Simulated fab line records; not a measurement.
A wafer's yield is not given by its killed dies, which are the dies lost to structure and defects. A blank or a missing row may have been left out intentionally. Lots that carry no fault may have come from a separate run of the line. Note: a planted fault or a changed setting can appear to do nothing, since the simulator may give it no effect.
Which tool did it? | flow gf180mcu | 14 lots with 42 wafers sampled at 5 steps, on a route of 602 steps

== WHAT THE GAUGES READ, wafer by wafer ==
GF_VT_IMPLANT_RS_MEAS_46: measures by four-point-probe.
lot  | measured     | on            | MVSD_RS (ohm/sq)
L295 | day 7 14:38  | film_metro-04 | 458.4 458.4 457.3
L296 | day 7 19:53  | film_metro-03 | 455.3 456.7 456.7
L297 | day 8 01:45  | film_metro-03 | 456.6 455.4 455.4
L298 | day 8 07:54  | film_metro-01 | 456.7 455.9 454.8
L299 | day 8 16:26  | film_metro-04 | 459.1 458.2 457.2
L300 | day 9 00:23  | film_metro-01 | 455.8 456.6 455.3
L302 | day 9 14:11  | film_metro-03 | 456.4 456.8 456.7
L304 | day 10 05:53 | film_metro-03 | 455.1 455.3 455.9
L305 | day 10 09:02 | film_metro-04 | 456.9 455.1 456.7
L308 | day 11 07:34 | film_metro-04 | 443.7 442.5 443.7
L309 | day 11 11:16 | film_metro-04 | 445.4 442.3 443.7
L315 | day 13 08:49 | film_metro-04 | 458.0 457.3 457.3
L316 | day 13 14:29 | film_metro-04 | 457.7 459.1 458.7
L317 | day 13 19:20 | film_metro-04 | 457.1 455.9 456.1

GF_HV_LDD_OVL_MEAS_08.
lot  | measured     | on         | HV_LDD_OVL (nm)
L295 | day 10 02:14 | overlay-01 | -0.6 -2.7 -0.7
L296 | day 10 07:29 | overlay-02 | -0.7 -2.4 -2.0
L297 | day 10 14:56 | overlay-02 | 0.9 -0.7 -1.8
L298 | day 10 21:17 | overlay-02 | 0.4 1.0 1.8
L299 | day 11 07:46 | overlay-02 | 0.1 -1.8 0.9
L300 | day 11 14:31 | overlay-02 | -3.5 -0.8 -3.2
L302 | day 12 05:56 | overlay-02 | -2.2 -2.8 -2.4
L304 | day 12 23:40 | overlay-01 | -1.2 -1.0 -0.7
L305 | day 13 02:00 | overlay-02 | 0.4 1.4 1.3
L308 | day 14 04:08 | overlay-02 | -0.5 -1.6 -2.0
L309 | day 14 06:44 | overlay-02 | 0.3 -0.2 -1.4
L315 | day 16 07:20 | overlay-01 | -0.6 1.7 -0.5
L316 | day 16 16:07 | overlay-02 | -2.6 -1.7 -3.5
L317 | day 16 21:35 | overlay-01 | -0.1 -1.7 0.7

GF_HV_LDD_CD_MEAS_31: the cd target is 400 nm.
lot  | measured     | on        | cd_nm (nm)
L295 | day 11 15:09 | cd_sem-02 | 397.4 398.0 398.1
L296 | day 11 21:14 | cd_sem-02 | 399.5 396.5 401.1
L297 | day 12 05:43 | cd_sem-02 | 398.1 397.8 397.2
L298 | day 12 11:20 | cd_sem-02 | 400.2 399.6 398.7
L299 | day 12 22:54 | cd_sem-02 | 398.2 399.1 399.4
L300 | day 13 06:17 | cd_sem-02 | 401.4 400.5 401.1
L302 | day 13 22:21 | cd_sem-02 | 398.1 397.7 396.3
L304 | day 14 16:45 | cd_sem-01 | 402.4 400.4 403.1
L305 | day 14 19:53 | cd_sem-01 | 398.8 397.6 397.7
L308 | day 15 22:47 | cd_sem-01 | 400.7 399.2 399.3
L309 | day 16 01:45 | cd_sem-01 | 401.0 401.2 399.9
L315 | day 18 05:29 | cd_sem-02 | 403.4 401.3 404.8
L316 | day 18 15:15 | cd_sem-01 | 396.8 398.7 396.7
L317 | day 18 20:47 | cd_sem-02 | 398.6 398.9 400.4

GF_M1_RS_MEAS_05: measures by four-point-probe.
lot  | measured     | on            | M1_ALCU_RS (ohm/sq)
L295 | day 16 07:07 | film_metro-04 | 0.0699 0.0696 0.0701
L296 | day 16 14:01 | film_metro-02 | 0.0692 0.0686 0.0683
L297 | day 17 01:11 | film_metro-02 | 0.0699 0.0698 0.0707
L298 | day 17 08:10 | film_metro-01 | 0.0692 0.0694 0.0695
L299 | day 17 19:41 | film_metro-01 | 0.0688 0.0686 0.0682
L300 | day 18 04:41 | film_metro-02 | 0.0689 0.0692 0.0686
L302 | day 19 02:39 | film_metro-01 | 0.0698 0.0694 0.0696
L304 | day 19 22:58 | film_metro-02 | 0.0690 0.0690 0.0692
L305 | day 20 02:59 | film_metro-02 | 0.0690 0.0695 0.0696
L308 | day 21 06:24 | film_metro-04 | 0.0704 0.0702 0.0698
L309 | day 21 09:07 | film_metro-01 | 0.0691 0.0685 0.0688
L315 | day 23 12:56 | film_metro-01 | 0.0687 0.0688 0.0690
L316 | day 24 00:22 | film_metro-02 | 0.0692 0.0695 0.0693
L317 | day 24 04:24 | film_metro-01 | 0.0689 0.0680 0.0686

== TOOL THAT RAN EACH LOT (tool first, then ch and the chambers of the sampled wafers, then the start) ==
lot  | GF_MVSD_IMPLANT_09
L295 | implanter-03 ch 0, day 4 11:05
L296 | implanter-01 ch 0, day 4 17:10
L297 | implanter-01 ch 0, day 4 21:39
L298 | implanter-03 ch 0, day 5 02:49
L299 | implanter-01 ch 0, day 5 09:26
L300 | implanter-02 ch 0, day 5 16:35
L302 | implanter-01 ch 0, day 6 05:10
L304 | implanter-02 ch 0, day 6 15:47
L305 | implanter-03 ch 0, day 6 20:28
L308 | implanter-02 ch 0, day 7 14:01
L309 | implanter-02 ch 0, day 7 17:46
L315 | implanter-03 ch 0, day 9 09:32
L316 | implanter-01 ch 0, day 9 14:23
L317 | implanter-01 ch 0, day 9 19:14
- GF_MVSD_IMPLANT_09

== WHAT THE TOOLS THEMSELVES READ (means of the sampled wafers that have a number; where no wafer has one, the mark that the record gives instead) ==
GF_MVSD_IMPLANT_09.
lot  | tool         | beam_on_s (s) | end_station_pressure_torr (Torr) | faraday_current_uA
L295 | implanter-03 | 10.02         | 4.75e-06                         | 28.2
L296 | implanter-01 | 10.02         | 5.01e-06                         | 28.2
L297 | implanter-01 | 9.99          | 4.78e-06                         | 28.3
L298 | implanter-03 | 10.03         | 4.96e-06                         | 28.2
L299 | implanter-01 | 9.89          | 4.74e-06                         | 28.4
L300 | implanter-02 | 9.81          | 5.10e-06                         | 28.7
L302 | implanter-01 | 9.92          | 5.14e-06                         | 28.4
L304 | implanter-02 | 9.90          | 5.00e-06                         | 28.5
L305 | implanter-03 | 10.04         | 4.99e-06                         | 28.1
L308 | implanter-02 | 12.03         | 4.88e-06                         | 23.4
L309 | implanter-02 | 11.98         | 4.98e-06                         | 23.6
L315 | implanter-03 | 10.23         | 5.14e-06                         | 27.5
L316 | implanter-01 | 10.04         | 5.01e-06                         | 28.0
L317 | implanter-01 | 10.12         | 5.21e-06                         | 28.0

== THE ANSWER, worked out from the rows above alone ==
Rule: usual is defined by the lots themselves. Put in order of their means at a reading, lots are off if they are a third of the lots or fewer, leave a main group of 4 or more, and stand apart from it by a gap of 3 or more times the standard deviation of the main group's means; of several such gaps the widest counts. A main group is skipped when, at the precision printed for the reading in the tables above, its means are all equal. Also off: a lot with no number at a reading for which 4 or more lots have one. All remaining lots with rows at the step are treated as sound. The gauges are gone through in route order, then the tools' own readings, and for those a lot's mean is taken as printed above. The first step at which some lot is off is used, and at that step the reading that is off furthest; a lot without a number counts as furthest.
Off: L308, L309, seen at GF_VT_IMPLANT_RS_MEAS_46 (MVSD_RS). For the main group the mean is 456.7 ohm/sq and the standard deviation 1.
If a tool, at a process step before that reading, ran all the lots that are off and no sound lot after the first of them, it fits. The gauges at GF_VT_IMPLANT_RS_MEAS_46 aren't tried: what is off there is off at GF_MVSD_IMPLANT_09 too, on other tools, and a gauge's error can't cause that. One fits: GF_MVSD_IMPLANT_09 on implanter-02. Its last sound lot is L304 (day 6 15:47), its first lot that is off L308 (day 7 14:01): a fault that began between those two fits.
The tool's own readings at GF_MVSD_IMPLANT_09 bear it out: on the lots that are off they differ by more than 5 times the standard deviation of the sound lots' means. beam_on_s reads 12.00 s there against 10.00 s on the sound lots; faraday_current_uA reads 23.5 there against 28.2 on the sound lots.

== WHAT WAS PUT IN BY THE SIMULATOR ==
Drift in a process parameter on implanter-02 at GF_MVSD_IMPLANT_09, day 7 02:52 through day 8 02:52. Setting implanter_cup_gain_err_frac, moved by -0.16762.
Lots struck among those shown: L308, L309. The rule given above showed the same thing.
